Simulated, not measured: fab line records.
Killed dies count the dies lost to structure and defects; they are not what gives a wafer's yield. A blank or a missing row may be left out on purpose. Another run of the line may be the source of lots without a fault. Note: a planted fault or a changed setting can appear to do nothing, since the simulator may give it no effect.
fab line records / flow sky130 / part 2 of 2: steps 37 to 45 of 45
record lots=5 wafers=15 last_day=49
route steps=708 shown LDD_P@265 LDD_HVN@267 LDD_HVP@278 LDD_LDN@289 SPACER@304 POLY_CUT@307
lots that met no fault: taken from a fault-free run of the same line
start_h: hours from the record's first day to the start of the lot's first wafer shown / wait_h: hours elapsed since this lot's preceding step / " same as the row above / L1.1+2: one row covering several wafers at once / - value missing, or start not given / * or withheld: withheld / < > ~ a bound
route shown NAME@n: NAME is a module with steps in the file, n the number in the route of the first one / usual: the fault-free wafers' mean and standard deviation / same: alike in all rows / chamber/n: place in a boat / sites: per-site readings / _std_site: standard deviation across them / _edge_site: inner sites' mean taken away from outer sites' mean / radius_mm: how far each site lies from the wafer's centre / mask NAME#n: copy n / behind: tool/chamber where the wafer was last shaped / hold: cause of the lot's hold/its duration in hours/its outcome / device: which transistor (n, p or np) failed to switch / end of line: the tests these same wafers got at the end of their route / for a step that has no rows: nothing shown but its recipe / killed: not the wafer's yield, but the dies lost to structure and defects at the first sort / map: shows each die of a wafer: x if killed, . if not, _ if none is there
set.NAME: the setting that was run; set.NAME@STEP: the one run at that earlier step / model.NAME: the simulator's own value behind a step, which no gauge read
lots at selected steps of the route; one table per step, one row per wafer
services: the hour from which a tool's chamber was out of use, counted from the record's first day as start_h (under 0 if before that day), plus the number of hours and why
## steps
# step SKY_LDD_LDN_STRIP_12
# recipe chemistry=O2/N2 power_w=1400 pressure_mtorr=1500 platen_temp_c=withheld o2_flow_sccm=3000 n2_flow_sccm=300 overash_fraction=0.5
# usual chamber_pressure_mTorr=1499.9/1.4 drypump_motor_current_A=5.3/0.46 o2_flow_sccm=3001/8.3 oes_product_au=0.716/0.0047 strip_time_to_endpoint_s=14.16/0.041
lot.wafer=L080.2 tool=plasma_asher-03 chamber=1 start_h=585.36 wait_h=0.1 chamber_pressure_mTorr=1500.1 drypump_motor_current_A=5.3 o2_flow_sccm=3009 oes_product_au=0.725 rf_hours_counter_h=78 strip_time_to_endpoint_s=14.15
lot.wafer=L080.5 tool=plasma_asher-03 chamber=1 start_h=585.36 wait_h=0.1 chamber_pressure_mTorr=1497.6 drypump_motor_current_A=5.4 o2_flow_sccm=3009 oes_product_au=0.723 rf_hours_counter_h=- strip_time_to_endpoint_s=14.19
lot.wafer=L080.6 tool=plasma_asher-03 chamber=0 start_h=585.36 wait_h=0.1 chamber_pressure_mTorr=1499.3 drypump_motor_current_A=5.5 o2_flow_sccm=3003 oes_product_au=0.718 rf_hours_counter_h=- strip_time_to_endpoint_s=14.21
lot.wafer=L081.2 tool=plasma_asher-04 chamber=1 start_h=591.59 wait_h=0.1 chamber_pressure_mTorr=1499.7 drypump_motor_current_A=4.7 o2_flow_sccm=2988 oes_product_au=0.717 rf_hours_counter_h=45 strip_time_to_endpoint_s=14.12
lot.wafer=L081.3 tool=plasma_asher-04 chamber=0 start_h=591.59 wait_h=0.1 chamber_pressure_mTorr=1501.9 drypump_motor_current_A=5.9 o2_flow_sccm=2992 oes_product_au=0.707 rf_hours_counter_h=- strip_time_to_endpoint_s=14.16
lot.wafer=L081.5 tool=plasma_asher-04 chamber=0 start_h=591.59 wait_h=0.1 chamber_pressure_mTorr=1500.8 drypump_motor_current_A=5.9 o2_flow_sccm=3011 oes_product_au=0.715 rf_hours_counter_h=- strip_time_to_endpoint_s=14.16
lot.wafer=L084.3 tool=plasma_asher-01 chamber=0 start_h=614.73 wait_h=0.1 chamber_pressure_mTorr=1501.7 drypump_motor_current_A=4.9 o2_flow_sccm=3004 oes_product_au=0.713 rf_hours_counter_h=- strip_time_to_endpoint_s=14.15
lot.wafer=L084.4 tool=plasma_asher-01 chamber=1 start_h=614.73 wait_h=0.1 chamber_pressure_mTorr=1501.4 drypump_motor_current_A=5.1 o2_flow_sccm=2995 oes_product_au=0.718 rf_hours_counter_h=- strip_time_to_endpoint_s=14.14
lot.wafer=L084.5 tool=plasma_asher-01 chamber=1 start_h=614.73 wait_h=0.1 chamber_pressure_mTorr=1499.8 drypump_motor_current_A=5.1 o2_flow_sccm=2985 oes_product_au=0.720 rf_hours_counter_h=- strip_time_to_endpoint_s=14.13
lot.wafer=L086.3 tool=plasma_asher-04 chamber=1 start_h=635.43 wait_h=0.1 chamber_pressure_mTorr=1499.1 drypump_motor_current_A=4.7 o2_flow_sccm=3008 oes_product_au=0.717 rf_hours_counter_h=- strip_time_to_endpoint_s=14.13
lot.wafer=L086.5 tool=plasma_asher-04 chamber=1 start_h=635.43 wait_h=0.1 chamber_pressure_mTorr=1500.8 drypump_motor_current_A=4.7 o2_flow_sccm=2999 oes_product_au=0.718 rf_hours_counter_h=- strip_time_to_endpoint_s=14.10
lot.wafer=L086.6 tool=plasma_asher-04 chamber=0 start_h=635.43 wait_h=0.1 chamber_pressure_mTorr=1499.9 drypump_motor_current_A=6.0 o2_flow_sccm=2997 oes_product_au=0.718 rf_hours_counter_h=- strip_time_to_endpoint_s=14.16
lot.wafer=L089.2 tool=plasma_asher-03 chamber=1 start_h=656.56 wait_h=0.1 chamber_pressure_mTorr=1499.6 drypump_motor_current_A=5.3 o2_flow_sccm=3012 oes_product_au=0.713 rf_hours_counter_h=80 strip_time_to_endpoint_s=14.11
lot.wafer=L089.4 tool=plasma_asher-03 chamber=1 start_h=656.56 wait_h=0.1 chamber_pressure_mTorr=1498.7 drypump_motor_current_A=5.3 o2_flow_sccm=3009 oes_product_au=0.718 rf_hours_counter_h=- strip_time_to_endpoint_s=14.10
lot.wafer=L089.6 tool=plasma_asher-03 chamber=0 start_h=656.56 wait_h=0.1 chamber_pressure_mTorr=1498.0 drypump_motor_current_A=5.5 o2_flow_sccm=2992 oes_product_au=0.709 rf_hours_counter_h=- strip_time_to_endpoint_s=14.10
# step SKY_LDD_LDN_TW_MEAS_13
# usual LDD_LDN_TW=1482/7.6
lot.wafer=L080.2 tool=film_metro-02 chamber=- start_h=585.47 wait_h=0.1 LDD_LDN_TW=1482
lot.wafer=L080.5 tool=film_metro-02 chamber=- start_h=585.47 wait_h=0.1 LDD_LDN_TW=1477
lot.wafer=L080.6 tool=film_metro-02 chamber=- start_h=585.47 wait_h=0.1 LDD_LDN_TW=1487
lot.wafer=L081.2 tool=film_metro-01 chamber=- start_h=591.70 wait_h=0.1 LDD_LDN_TW=1489
lot.wafer=L081.3 tool=film_metro-01 chamber=- start_h=591.70 wait_h=0.1 LDD_LDN_TW=1483
lot.wafer=L081.5 tool=film_metro-01 chamber=- start_h=591.70 wait_h=0.1 LDD_LDN_TW=1489
lot.wafer=L084.3 tool=film_metro-01 chamber=- start_h=614.81 wait_h=0.1 LDD_LDN_TW=1477
lot.wafer=L084.4 tool=film_metro-01 chamber=- start_h=614.81 wait_h=0.1 LDD_LDN_TW=1489
lot.wafer=L084.5 tool=film_metro-01 chamber=- start_h=614.81 wait_h=0.1 LDD_LDN_TW=1488
lot.wafer=L086.3 tool=film_metro-02 chamber=- start_h=635.54 wait_h=0.1 LDD_LDN_TW=1495
lot.wafer=L086.5 tool=film_metro-02 chamber=- start_h=635.54 wait_h=0.1 LDD_LDN_TW=1484
lot.wafer=L086.6 tool=film_metro-02 chamber=- start_h=635.54 wait_h=0.1 LDD_LDN_TW=1490
lot.wafer=L089.2 tool=film_metro-03 chamber=- start_h=656.67 wait_h=0.1 LDD_LDN_TW=1474
lot.wafer=L089.4 tool=film_metro-03 chamber=- start_h=656.67 wait_h=0.1 LDD_LDN_TW=1459
lot.wafer=L089.6 tool=film_metro-03 chamber=- start_h=656.67 wait_h=0.1 LDD_LDN_TW=1468
# step SKY_LDD_LDN_CLEAN_14
# recipe chemistry=SC1/SC2 mix=1:4:20 temp_c=70 time_s=150 dry=n2_spin
# usual bath_guard_temp_C=70.2/0.46
lot.wafer=L080.2 tool=wet_bench-04 chamber=1 start_h=585.52 wait_h=0.0 bath_guard_temp_C=70.6
lot.wafer=L080.5 tool=wet_bench-04 chamber=1 start_h=585.52 wait_h=0.0 bath_guard_temp_C=70.3
lot.wafer=L080.6 tool=wet_bench-04 chamber=1 start_h=585.52 wait_h=0.0 bath_guard_temp_C=70.4
lot.wafer=L081.2 tool=wet_bench-04 chamber=2 start_h=591.75 wait_h=0.0 bath_guard_temp_C=70.0
lot.wafer=L081.3 tool=wet_bench-04 chamber=2 start_h=591.75 wait_h=0.0 bath_guard_temp_C=70.1
lot.wafer=L081.5 tool=wet_bench-04 chamber=2 start_h=591.75 wait_h=0.0 bath_guard_temp_C=70.2
lot.wafer=L084.3 tool=wet_bench-04 chamber=3 start_h=614.85 wait_h=0.0 bath_guard_temp_C=70.5
lot.wafer=L084.4 tool=wet_bench-04 chamber=3 start_h=614.85 wait_h=0.0 bath_guard_temp_C=70.8
lot.wafer=L084.5 tool=wet_bench-04 chamber=3 start_h=614.85 wait_h=0.0 bath_guard_temp_C=70.4
lot.wafer=L086.3 tool=wet_bench-01 chamber=0 start_h=635.58 wait_h=0.0 bath_guard_temp_C=69.5
lot.wafer=L086.5 tool=wet_bench-01 chamber=0 start_h=635.58 wait_h=0.0 bath_guard_temp_C=69.4
lot.wafer=L086.6 tool=wet_bench-01 chamber=0 start_h=635.58 wait_h=0.0 bath_guard_temp_C=69.6
lot.wafer=L089.2 tool=wet_bench-04 chamber=2 start_h=656.72 wait_h=0.0 bath_guard_temp_C=70.1
lot.wafer=L089.4 tool=wet_bench-04 chamber=2 start_h=656.72 wait_h=0.0 bath_guard_temp_C=69.8
lot.wafer=L089.6 tool=wet_bench-04 chamber=2 start_h=656.72 wait_h=0.0 bath_guard_temp_C=70.3
# step SKY_SPACER_CVD_00
# recipe material=Si3N4 precursor=DCS/NH3 target_thk_nm=43.1 temp_c=770 time_s=740 pressure_mtorr=250
# usual spike_tc_centre_C=769.4/1.1
lot.wafer=L080.2 tool=lpcvd-02 chamber=0 start_h=585.58 wait_h=0.0 spike_tc_centre_C=769.3
lot.wafer=L080.5 tool=lpcvd-02 chamber=0 start_h=585.58 wait_h=0.0 spike_tc_centre_C=769.5
lot.wafer=L080.6 tool=lpcvd-02 chamber=0 start_h=585.58 wait_h=0.0 spike_tc_centre_C=767.7
lot.wafer=L081.2 tool=lpcvd-02 chamber=0 start_h=592.98 wait_h=1.2 spike_tc_centre_C=769.5
lot.wafer=L081.3 tool=lpcvd-02 chamber=0 start_h=592.98 wait_h=1.2 spike_tc_centre_C=768.4
lot.wafer=L081.5 tool=lpcvd-02 chamber=0 start_h=592.98 wait_h=1.2 spike_tc_centre_C=767.7
lot.wafer=L084.3 tool=lpcvd-02 chamber=1 start_h=614.90 wait_h=0.0 spike_tc_centre_C=771.2
lot.wafer=L084.4 tool=lpcvd-02 chamber=1 start_h=614.90 wait_h=0.0 spike_tc_centre_C=768.0
lot.wafer=L084.5 tool=lpcvd-02 chamber=1 start_h=614.90 wait_h=0.0 spike_tc_centre_C=770.5
lot.wafer=L086.3 tool=lpcvd-02 chamber=1 start_h=635.65 wait_h=0.0 spike_tc_centre_C=769.3
lot.wafer=L086.5 tool=lpcvd-02 chamber=1 start_h=635.65 wait_h=0.0 spike_tc_centre_C=771.4
lot.wafer=L086.6 tool=lpcvd-02 chamber=1 start_h=635.65 wait_h=0.0 spike_tc_centre_C=770.3
lot.wafer=L089.2 tool=lpcvd-02 chamber=0 start_h=656.77 wait_h=0.0 spike_tc_centre_C=769.3
lot.wafer=L089.4 tool=lpcvd-02 chamber=0 start_h=656.77 wait_h=0.0 spike_tc_centre_C=769.5
lot.wafer=L089.6 tool=lpcvd-02 chamber=0 start_h=656.77 wait_h=0.0 spike_tc_centre_C=769.2
# step SKY_SPACER_THK_MEAS_01
# recipe reads=Si3N4_of_SPACER_CVD_00
# usual SPACER_CVD_00_THK=43.0/0.47
lot.wafer=L080.2 tool=film_metro-04 chamber=- start_h=586.79 wait_h=0.0 SPACER_CVD_00_THK[nm]=43.1
lot.wafer=L080.5 tool=film_metro-04 chamber=- start_h=586.79 wait_h=0.0 SPACER_CVD_00_THK[nm]=43.4
lot.wafer=L080.6 tool=film_metro-04 chamber=- start_h=586.79 wait_h=0.0 SPACER_CVD_00_THK[nm]=43.0
lot.wafer=L081.2 tool=film_metro-04 chamber=- start_h=594.19 wait_h=0.0 SPACER_CVD_00_THK[nm]=41.9
lot.wafer=L081.3 tool=film_metro-04 chamber=- start_h=594.19 wait_h=0.0 SPACER_CVD_00_THK[nm]=42.1
lot.wafer=L081.5 tool=film_metro-04 chamber=- start_h=594.19 wait_h=0.0 SPACER_CVD_00_THK[nm]=41.8
lot.wafer=L084.3 tool=film_metro-04 chamber=- start_h=616.73 wait_h=0.0 SPACER_CVD_00_THK[nm]=42.4
lot.wafer=L084.4 tool=film_metro-04 chamber=- start_h=616.73 wait_h=0.0 SPACER_CVD_00_THK[nm]=42.7
lot.wafer=L084.5 tool=film_metro-04 chamber=- start_h=616.73 wait_h=0.0 SPACER_CVD_00_THK[nm]=42.7
lot.wafer=L086.3 tool=film_metro-03 chamber=- start_h=637.48 wait_h=0.0 SPACER_CVD_00_THK[nm]=42.8
lot.wafer=L086.5 tool=film_metro-03 chamber=- start_h=637.48 wait_h=0.0 SPACER_CVD_00_THK[nm]=42.8
lot.wafer=L086.6 tool=film_metro-03 chamber=- start_h=637.48 wait_h=0.0 SPACER_CVD_00_THK[nm]=42.9
lot.wafer=L089.2 tool=film_metro-04 chamber=- start_h=657.99 wait_h=0.0 SPACER_CVD_00_THK[nm]=42.9
lot.wafer=L089.4 tool=film_metro-04 chamber=- start_h=657.99 wait_h=0.0 SPACER_CVD_00_THK[nm]=43.0
lot.wafer=L089.6 tool=film_metro-04 chamber=- start_h=657.99 wait_h=0.0 SPACER_CVD_00_THK[nm]=43.0
# step SKY_SPACER_ETCHBACK_02
# recipe chemistry=CH3F/O2 target=Si3N4 stop_on=SiO2 source_w=400 bias_w=80 pressure_mtorr=25 ch3f_flow_sccm=40 O2_flow_sccm=30 time_s=46.7 target_depth_a=450
# usual ch3f_flow_sccm=40.01/0.12 chamber_pressure_mTorr=25.000/0.024 drypump_motor_current_A=5.6/0.39 oes_product_au=0.853/0.0072 rf_fwd_power_W=396.0/1.5 throttle_valve_pct=10.564/0.0085
lot.wafer=L080.2 tool=rie_diel-01 chamber=3 start_h=586.84 wait_h=0.0 ch3f_flow_sccm=40.14 chamber_pressure_mTorr=25.022 drypump_motor_current_A=6.0 oes_product_au=0.855 rf_fwd_power_W=395.3 rf_hours_counter_h=10 throttle_valve_pct=10.547
lot.wafer=L080.5 tool=rie_diel-01 chamber=3 start_h=586.84 wait_h=0.0 ch3f_flow_sccm=40.08 chamber_pressure_mTorr=24.998 drypump_motor_current_A=6.1 oes_product_au=0.853 rf_fwd_power_W=394.8 rf_hours_counter_h=- throttle_valve_pct=10.561
lot.wafer=L080.6 tool=rie_diel-01 chamber=0 start_h=586.84 wait_h=0.0 ch3f_flow_sccm=39.87 chamber_pressure_mTorr=25.001 drypump_motor_current_A=5.9 oes_product_au=0.852 rf_fwd_power_W=397.6 rf_hours_counter_h=- throttle_valve_pct=10.573
lot.wafer=L081.2 tool=rie_diel-04 chamber=2 start_h=594.24 wait_h=0.0 ch3f_flow_sccm=40.11 chamber_pressure_mTorr=25.029 drypump_motor_current_A=5.8 oes_product_au=0.835 rf_fwd_power_W=396.7 rf_hours_counter_h=9 throttle_valve_pct=10.559
lot.wafer=L081.3 tool=rie_diel-04 chamber=1 start_h=594.24 wait_h=0.0 ch3f_flow_sccm=40.16 chamber_pressure_mTorr=24.974 drypump_motor_current_A=5.4 oes_product_au=0.848 rf_fwd_power_W=397.4 rf_hours_counter_h=6 throttle_valve_pct=10.571
lot.wafer=L081.5 tool=rie_diel-04 chamber=3 start_h=594.24 wait_h=0.0 ch3f_flow_sccm=39.98 chamber_pressure_mTorr=25.001 drypump_motor_current_A=6.3 oes_product_au=0.839 rf_fwd_power_W=392.8 rf_hours_counter_h=- throttle_valve_pct=10.565
lot.wafer=L084.3 tool=rie_diel-01 chamber=1 start_h=616.77 wait_h=0.0 ch3f_flow_sccm=39.96 chamber_pressure_mTorr=24.979 drypump_motor_current_A=5.2 oes_product_au=0.853 rf_fwd_power_W=395.1 rf_hours_counter_h=12 throttle_valve_pct=10.566
lot.wafer=L084.4 tool=rie_diel-01 chamber=2 start_h=616.77 wait_h=0.0 ch3f_flow_sccm=39.79 chamber_pressure_mTorr=25.019 drypump_motor_current_A=5.1 oes_product_au=0.842 rf_fwd_power_W=398.7 rf_hours_counter_h=7 throttle_valve_pct=10.558
lot.wafer=L084.5 tool=rie_diel-01 chamber=2 start_h=616.77 wait_h=0.0 ch3f_flow_sccm=39.95 chamber_pressure_mTorr=25.066 drypump_motor_current_A=5.1 oes_product_au=0.846 rf_fwd_power_W=397.9 rf_hours_counter_h=- throttle_valve_pct=10.558
lot.wafer=L086.3 tool=rie_diel-02 chamber=1 start_h=637.52 wait_h=0.0 ch3f_flow_sccm=40.02 chamber_pressure_mTorr=24.988 drypump_motor_current_A=5.5 oes_product_au=0.856 rf_fwd_power_W=394.4 rf_hours_counter_h=6 throttle_valve_pct=10.567
lot.wafer=L086.5 tool=rie_diel-02 chamber=3 start_h=637.52 wait_h=0.0 ch3f_flow_sccm=40.10 chamber_pressure_mTorr=25.031 drypump_motor_current_A=5.9 oes_product_au=0.858 rf_fwd_power_W=397.1 rf_hours_counter_h=- throttle_valve_pct=10.560
lot.wafer=L086.6 tool=rie_diel-02 chamber=2 start_h=637.52 wait_h=0.0 ch3f_flow_sccm=40.21 chamber_pressure_mTorr=24.995 drypump_motor_current_A=5.3 oes_product_au=0.852 rf_fwd_power_W=397.8 rf_hours_counter_h=- throttle_valve_pct=10.571
lot.wafer=L089.2 tool=rie_diel-02 chamber=3 start_h=658.04 wait_h=0.0 ch3f_flow_sccm=39.82 chamber_pressure_mTorr=24.994 drypump_motor_current_A=5.9 oes_product_au=0.849 rf_fwd_power_W=395.5 rf_hours_counter_h=28 throttle_valve_pct=10.573
lot.wafer=L089.4 tool=rie_diel-02 chamber=1 start_h=658.04 wait_h=0.0 ch3f_flow_sccm=40.05 chamber_pressure_mTorr=25.000 drypump_motor_current_A=5.5 oes_product_au=0.847 rf_fwd_power_W=394.7 rf_hours_counter_h=7 throttle_valve_pct=10.555
lot.wafer=L089.6 tool=rie_diel-02 chamber=0 start_h=658.04 wait_h=0.0 ch3f_flow_sccm=39.95 chamber_pressure_mTorr=24.984 drypump_motor_current_A=5.1 oes_product_au=0.854 rf_fwd_power_W=396.1 rf_hours_counter_h=- throttle_valve_pct=10.563
# step SKY_POLY_CUT_DEHYDRATE_00
# recipe temp_c=200 time_s=60
lot.wafer=L080.2+5+6 tool=litho_track-04 chamber=0 start_h=601.15 wait_h=14.3
lot.wafer=L081.2+3+5 tool=litho_track-03 chamber=0 start_h=607.71 wait_h=13.4
lot.wafer=L084.3+4+5 tool=litho_track-03 chamber=0 start_h=630.68 wait_h=13.9
lot.wafer=L086.3+5+6 tool=litho_track-03 chamber=0 start_h=651.48 wait_h=13.9
lot.wafer=L089.2+4+6 tool=litho_track-02 chamber=0 start_h=671.43 wait_h=13.4
# step SKY_POLY_CUT_HMDS_01
# recipe prime_time_s=60 prime_temp_c=120
lot.wafer=L080.2+5+6 tool=litho_track-04 chamber=0 start_h=601.30 wait_h=0.1
lot.wafer=L081.2+3+5 tool=litho_track-03 chamber=0 start_h=607.86 wait_h=0.1
lot.wafer=L084.3+4+5 tool=litho_track-03 chamber=0 start_h=630.83 wait_h=0.1
lot.wafer=L086.3+5+6 tool=litho_track-03 chamber=0 start_h=651.63 wait_h=0.1
lot.wafer=L089.2+4+6 tool=litho_track-02 chamber=0 start_h=671.58 wait_h=0.1
# step SKY_POLY_CUT_COAT_02
# recipe resist=BARC temp_c=withheld time_s=withheld spin_rpm=3000 resist_thk_nm=60
lot.wafer=L080.2+5+6 tool=litho_track-04 chamber=0 start_h=601.45 wait_h=0.1
lot.wafer=L081.2+3+5 tool=litho_track-03 chamber=0 start_h=608.01 wait_h=0.1
lot.wafer=L084.3+4+5 tool=litho_track-03 chamber=0 start_h=630.98 wait_h=0.1
lot.wafer=L086.3+5+6 tool=litho_track-03 chamber=0 start_h=651.78 wait_h=0.1
lot.wafer=L089.2+4+6 tool=litho_track-02 chamber=0 start_h=671.73 wait_h=0.1
## services
tool=implanter-02 chamber=- start_h=472.65 hours=4.0 kind=pm
tool=lpcvd-02 chamber=- start_h=475.64 hours=2.8 kind=pm
tool=implanter-02 chamber=- start_h=481.34 hours=1.2 kind=repair
tool=rie_diel-02 chamber=- start_h=511.69 hours=2.8 kind=pm
tool=iline_stepper-02 chamber=- start_h=518.64 hours=9.0 kind=repair
tool=implanter-02 chamber=- start_h=530.72 hours=2.5 kind=repair
tool=iline_stepper-02 chamber=- start_h=544.59 hours=8.9 kind=pm
tool=implanter-02 chamber=- start_h=551.21 hours=5.7 kind=pm
tool=iline_stepper-02 chamber=- start_h=553.48 hours=1.7 kind=pm
tool=rie_diel-04 chamber=0 start_h=562.09 hours=- kind=clean
tool=rie_diel-01 chamber=0 start_h=572.54 hours=3.0 kind=repair
tool=implanter-04 chamber=- start_h=573.32 hours=13.5 kind=pm
tool=rie_diel-02 chamber=0 start_h=577.41 hours=20.1 kind=repair
tool=plasma_asher-01 chamber=- start_h=578.85 hours=2.8 kind=pm
tool=iline_stepper-01 chamber=- start_h=588.98 hours=1.7 kind=pm
tool=plasma_asher-01 chamber=- start_h=591.32 hours=3.3 kind=repair
tool=implanter-01 chamber=- start_h=598.11 hours=3.1 kind=repair
tool=plasma_asher-03 chamber=- start_h=601.09 hours=52.7 kind=repair
tool=implanter-03 chamber=- start_h=621.59 hours=3.3 kind=pm
tool=plasma_asher-03 chamber=- start_h=623.90 hours=3.5 kind=repair
tool=rie_diel-01 chamber=3 start_h=627.27 hours=7.5 kind=repair
tool=rie_diel-02 chamber=0 start_h=631.94 hours=15.9 kind=repair
tool=plasma_asher-02 chamber=- start_h=641.04 hours=1.4 kind=repair
tool=rie_diel-04 chamber=- start_h=659.70 hours=0.7 kind=repair
